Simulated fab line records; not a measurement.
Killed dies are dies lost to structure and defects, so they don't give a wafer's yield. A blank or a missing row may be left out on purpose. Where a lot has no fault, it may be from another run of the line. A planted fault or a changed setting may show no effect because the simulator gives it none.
Which tool is to blame? | flow sky130 | 12 lots, 36 wafers sampled, at 4 steps of a route of 708

WHAT THE GAUGES READ, wafer by wafer
SKY_VIA2_CD_MEAS_12: target cd 200 nm.
lot  | measured     | on        | cd_nm (nm)
L077 | day 36 17:27 | cd_sem-01 | 199.5 198.4 199.5
L076 | day 36 23:08 | cd_sem-02 | 201.2 202.4 201.4
L079 | day 37 06:58 | cd_sem-02 | 199.2 199.6 200.4
L081 | day 38 14:52 | cd_sem-01 | 201.4 201.3 201.0
L083 | day 39 00:05 | cd_sem-02 | 199.6 199.0 198.2
L085 | day 40 07:47 | cd_sem-02 | 198.4 199.6 199.4
L087 | day 40 12:36 | cd_sem-01 | 201.6 201.7 201.2
L089 | day 40 20:40 | cd_sem-02 | 198.7 200.3 200.7
L091 | day 41 09:52 | cd_sem-02 | 199.1 198.5 199.1
L093 | day 41 21:07 | cd_sem-02 | 201.8 201.9 202.8
L095 | day 42 14:20 | cd_sem-01 | 199.8 200.3 200.7
L097 | day 43 07:56 | cd_sem-01 | 201.9 202.5 203.2

TOOL THAT RAN EACH LOT (tool first, then ch and the chambers of the sampled wafers, then the start)
lot  | SKY_VIA1_ETCH_14                   | SKY_VIA1_SPUTTER_20          | SKY_METAL2_DESCUM_17
L077 | rie_diel-02 ch 0,1,3, day 34 07:59 | pvd_sputter-02, day 34 08:42 | rie_metal-01 ch 1, day 35 12:46
L076 | rie_diel-04 ch 0,1,3, day 34 14:22 | pvd_sputter-01, day 34 15:02 | rie_metal-04 ch 0,1, day 35 18:41
L079 | rie_diel-04 ch 0,2,3, day 34 22:28 | pvd_sputter-02, day 34 23:09 | rie_metal-03 ch 0,1, day 36 03:04
L081 | rie_diel-02 ch 0,1,3, day 36 06:23 | pvd_sputter-04, day 36 07:04 | rie_metal-04 ch 0,1, day 37 10:56
L083 | rie_diel-01 ch 0,1,2, day 36 15:14 | pvd_sputter-01, day 36 16:23 | rie_metal-04 ch 0,1, day 37 20:28
L085 | rie_diel-04 ch 1,2,3, day 38 00:37 | pvd_sputter-01, day 38 01:17 | rie_metal-03 ch 0,1, day 39 04:34
L087 | rie_diel-04 ch 0,2,3, day 38 05:39 | pvd_sputter-04, day 38 06:20 | rie_metal-03 ch 0,1, day 39 09:40
L089 | rie_diel-04 ch 0,1,3, day 38 15:43 | pvd_sputter-01, day 38 16:23 | rie_metal-04 ch 0,1, day 39 19:25
L091 | rie_diel-02 ch 2,3, day 39 06:18   | pvd_sputter-01, day 39 06:59 | rie_metal-04 ch 0,1, day 40 09:21
L093 | rie_diel-04 ch 1,3, day 39 18:00   | pvd_sputter-02, day 39 18:43 | rie_metal-04 ch 0, day 40 19:53
L095 | rie_diel-04 ch 0,1,3, day 40 11:47 | pvd_sputter-02, day 40 12:28 | rie_metal-01 ch 0, day 41 13:04
L097 | rie_diel-02 ch 0,1,3, day 41 06:10 | pvd_sputter-02, day 41 06:50 | rie_metal-01 ch 1, day 42 07:24
- SKY_VIA1_ETCH_14: etches BARC in N2/H2, stops on SiO2, time 45.9 s, target depth 60 nm.
- SKY_VIA1_SPUTTER_20: material TiN, target thk 20 nm, time 80 s.
- SKY_METAL2_DESCUM_17: chemistry O2, time 8 s.

THE ANSWER, worked out from the rows above alone
Rule: the lots themselves supply what counts as usual. Put in order of their means at a reading, lots are off if they are a third of the lots or fewer, leave a main group of 4 or more, and stand apart from it by a gap of 3 or more times the standard deviation of the main group's means; of several such gaps the widest counts. A main group is skipped when, at the precision printed for the reading in the tables above, its means are all equal. A lot without any number at a reading at which 4 lots or more have one is off too. All remaining lots with rows at the step are treated as sound.
No lot is off on any of the readings shown, so nothing can be concluded from this.

WHAT THE SIMULATOR HAD PUT IN
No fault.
